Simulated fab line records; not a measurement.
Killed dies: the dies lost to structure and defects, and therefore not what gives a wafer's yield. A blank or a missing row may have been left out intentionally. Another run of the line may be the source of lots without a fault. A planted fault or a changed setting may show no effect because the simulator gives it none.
Problem report in the 8D (eight disciplines) form, filled by code ; flow sky130 ; the parts of the form that need people (team, actions taken, sign-off) are left out

## 1. THE PROBLEM
Across 6 wafers from 2 lots, NWELL_TW at SKY_NWELL_TW_MEAS_15 averages 1682, while fault-free wafers read 1825 with a standard deviation of 7.9. That is -18 standard deviations from the usual mean.
Earliest sighting: wafer L754.1 on filmMetro-03 at day 8 09:45. Wafers with a number at this step in the record: 36, from 12 lots. The rule behind "out" and "out of limits": a value lying over 4 standard deviations away from the usual mean. All remaining wafers that have a number are taken as sound.

## 2. WHAT THIS IS AND IS NOT
question;is;is not
which readings at this step;NWELL_TW;-
which lots;L754, L755;L738, L739, L742, L743, L744, L748, L751, L753, L759, L760
which wafers of those lots;all that have a number;-
read on which gauges;filmMetro-01, filmMetro-03;filmMetro-04
when;from day 8 09:45;"up to then (24 sound wafers); but 6 sound wafers of L759, L760 came after"

## 3. THE SUSPECTS, EACH WITH WHAT RULES IT OUT
Counting: a tool at any process step up to the reading remains a suspect when it ran all the lots that are out and ran no sound lot after the first of those.
- ruled out: the gauge at SKY_NWELL_TW_MEAS_15. The wafers that are out were read on 2 gauges (filmMetro-01, filmMetro-03).
- implanter-01 at SKY_NWELL_IMPLANT_11: kept. It ran every lot that is out, first L754 (day 8 09:12), and no sound lot after that; its last sound lot up to then is L744 (day 5 21:45). On those wafers its own readings are out: beamOnS, faradayCurrentUA.
The count leaves implanter-01 at SKY_NWELL_IMPLANT_11.

## 4. THE CAUSE (what the simulator had put in)
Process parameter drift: implanter-01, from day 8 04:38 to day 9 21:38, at SKY_NWELL_IMPLANT_11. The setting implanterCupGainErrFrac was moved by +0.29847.
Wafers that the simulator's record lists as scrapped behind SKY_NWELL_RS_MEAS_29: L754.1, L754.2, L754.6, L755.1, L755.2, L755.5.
The count eliminated every tool but this one.

## 5. THE EFFECT CHAIN, in route order
Each row: a reading whose mean over the struck wafers that have a number lies more than 3 standard deviations from the usual. Only readings whose record carries a usual standard deviation are examined. hours: median over the lots of the time between each lot's start at the first step of this table that gives one and its start at this step. sigmas: the change, counted in usual standard deviations.
hours;step;reading;usual;on struck wafers;change;sigmas
0;SKY_NWELL_IMPLANT_11;beamOnS;10.01 s;7.81;-2.20;-12
0;SKY_NWELL_IMPLANT_11;faradayCurrentUA;107.0;136.9;+29.9;+15
1;SKY_NWELL_TW_MEAS_15;NWELL_TW;1825;1682;-143;-18
22;SKY_NWELL_RS_MEAS_29;NWELL_RS;624.6 ohm/sq;718.4;+93.8;+59
Its process steps:
- SKY_NWELL_IMPLANT_11

## 6. HOW IT WOULD HAVE BEEN CAUGHT EARLIER
5 hours passed between the start of the fault at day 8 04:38 and the first reading out of limits at a measuring or inspecting step in this record, taken at day 8 09:45.
At SKY_NWELL_IMPLANT_11, the tool's own readings (beamOnS, faradayCurrentUA) were out on each struck wafer the step has a row for, so an alarm limit on them would have fired on the first such wafer.
Of the lots that are out (2), L755 began SKY_NWELL_IMPLANT_11 on implanter-01 after day 8 09:45. Holding the tool at that time would have saved it.
